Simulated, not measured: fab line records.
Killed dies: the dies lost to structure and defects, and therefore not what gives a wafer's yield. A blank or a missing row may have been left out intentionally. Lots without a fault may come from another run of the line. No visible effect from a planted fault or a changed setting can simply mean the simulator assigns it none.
Which tool is to blame? :: flow sky130 :: 40 wafers sampled from 14 lots at 1 step of a route of 708

== WHAT THE GAUGES SHOWED, per wafer ==
SKY_POLY_GATE_CD_MEAS_22. Usual: 150.6 nm for cd nm, sd 1.7.
lot: L501
measured: day 16 11:24
on: cd sem-01
cd nm (nm): 151.3 150.2 150.5
flag: 

lot: L502
measured: day 16 15:38
on: cd sem-01
cd nm (nm): 151.1 150.1 148.1
flag: 

lot: L503
measured: day 17 15:05
on: cd sem-01
cd nm (nm): 153.3 151.7 150.2
flag: 

lot: L504
measured: day 17 17:46
on: cd sem-02
cd nm (nm): 149.2 151.0 149.0
flag: 

lot: L505
measured: day 19 03:03
on: cd sem-01
cd nm (nm): 148.7 149.1 148.3
flag: 

lot: L507
measured: day 19 06:21
on: cd sem-02
cd nm (nm): 149.8 148.8 150.1
flag: 

lot: L506
measured: day 19 06:23
on: cd sem-01
cd nm (nm): 150.1 151.9 152.9
flag: 

lot: L508
measured: day 19 07:14
on: cd sem-01
cd nm (nm): 151.3 150.9 152.4
flag: 

lot: L510
measured: day 19 19:45
on: cd sem-02
cd nm (nm): 151.1 150.4 151.8
flag: 

lot: L515
measured: day 21 10:46
on: cd sem-01
cd nm (nm): 147.6 145.9
flag: 

lot: L516
measured: day 21 19:12
on: cd sem-02
cd nm (nm): 150.2 147.9 150.9
flag: 

lot: L517
measured: day 22 10:48
on: cd sem-02
cd nm (nm): 151.8 151.0
flag: 

lot: L518
measured: day 22 17:17
on: cd sem-02
cd nm (nm): 151.5 150.8 152.4
flag: 

lot: L524
measured: day 24 12:59
on: cd sem-02
cd nm (nm): 148.0 151.0 151.0
flag: 

== WHAT TOOL EACH LOT RAN ON (gives the tool, then ch and the chambers of the sampled wafers, and finally the start) ==
The record shows no process step preceding these readings.

== WHAT THE TOOLS THEMSELVES READ (means of the sampled wafers that have a number; where no wafer has one, the mark that the record gives instead) ==
The record holds no such reading with a usual standard deviation.

== THE ANSWER, worked out from the rows above alone ==
Rule: a lot is off if the mean of its wafers that have a number lies more than 3 standard deviations from the usual mean. Also off: a lot with no number at a reading for which 4 or more lots have one. Where the step has rows for the other lots, those lots are counted as sound. After the gauges, taken in route order, come the tools' own readings; for these a lot's mean is taken, as printed above. At the first step where some lot is off, the reading lying furthest off is the one used; lots without a number count as furthest.
No lot is off on any of the readings shown, so nothing can be concluded from this.

== WHAT THE SIMULATOR HAD PUT IN ==
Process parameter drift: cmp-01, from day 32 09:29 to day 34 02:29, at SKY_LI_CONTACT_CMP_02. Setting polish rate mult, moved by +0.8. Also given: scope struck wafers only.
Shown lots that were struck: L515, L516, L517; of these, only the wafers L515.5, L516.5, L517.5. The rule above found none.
